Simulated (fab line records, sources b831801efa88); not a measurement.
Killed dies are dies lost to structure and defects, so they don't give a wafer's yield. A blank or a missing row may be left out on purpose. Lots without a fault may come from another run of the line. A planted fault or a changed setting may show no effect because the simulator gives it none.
Which tool did it? | flow gf180mcu | 11 lots, 33 wafers sampled, at 2 steps of a route of 602

WHAT THE GAUGES READ, wafer by wafer
GF_M2_CD_MEAS_14: target cd 280 nm.
lot  | measured     | on        | cd_nm (nm)
L277 | day 19 09:37 | cd_sem-02 | 280.7 280.7 279.9
L278 | day 19 18:10 | cd_sem-01 | 279.2 280.5 280.0
L282 | day 21 04:31 | cd_sem-01 | 278.6 277.5 278.7
L284 | day 21 23:14 | cd_sem-01 | 279.8 277.2 279.4
L287 | day 22 22:46 | cd_sem-02 | 279.5 280.5 279.1
L290 | day 24 02:35 | cd_sem-02 | 281.6 280.6 280.4
L291 | day 24 11:56 | cd_sem-02 | 278.5 278.3 279.5
L295 | day 25 23:13 | cd_sem-01 | 280.2 280.3 280.2
L296 | day 26 02:20 | cd_sem-01 | 280.6 280.0 280.8
L298 | day 26 20:47 | cd_sem-02 | 280.3 281.2 280.4
L300 | day 27 07:21 | cd_sem-01 | 279.0 278.8 279.3

WHICH TOOL RAN EACH LOT (tool, then ch and the chambers of the sampled wafers, then the start)
lot  | GF_M2_SPUTTER_04
L277 | pvd_sputter-03, day 18 09:57
L278 | pvd_sputter-03, day 18 17:26
L282 | pvd_sputter-01, day 20 04:38
L284 | pvd_sputter-02, day 20 23:51
L287 | pvd_sputter-02, day 22 00:05
L290 | pvd_sputter-01, day 23 04:12
L291 | pvd_sputter-01, day 23 13:04
L295 | pvd_sputter-02, day 24 15:49
L296 | pvd_sputter-02, day 25 03:40
L298 | pvd_sputter-03, day 26 01:54
L300 | pvd_sputter-01, day 26 10:55
- GF_M2_SPUTTER_04: material TiN, target thk 50 nm, time 41.7 s.

THE ANSWER, worked out from the rows above alone
Rule: what is usual is taken from the lots themselves. Put in order of their means at a reading, lots are off if they are a third of the lots or fewer, leave a main group of 4 or more, and stand apart from it by a gap of 3 or more times the standard deviation of the main group's means; of several such gaps the widest counts. A main group whose means are all the same, to the digits that the tables above print for the reading, isn't used. A lot without any number at a reading at which 4 lots or more have one is off too. The other lots that the step has rows for count as sound.
No lot is off at any reading shown: from this, nothing can be told.

WHAT THE SIMULATOR HAD PUT IN
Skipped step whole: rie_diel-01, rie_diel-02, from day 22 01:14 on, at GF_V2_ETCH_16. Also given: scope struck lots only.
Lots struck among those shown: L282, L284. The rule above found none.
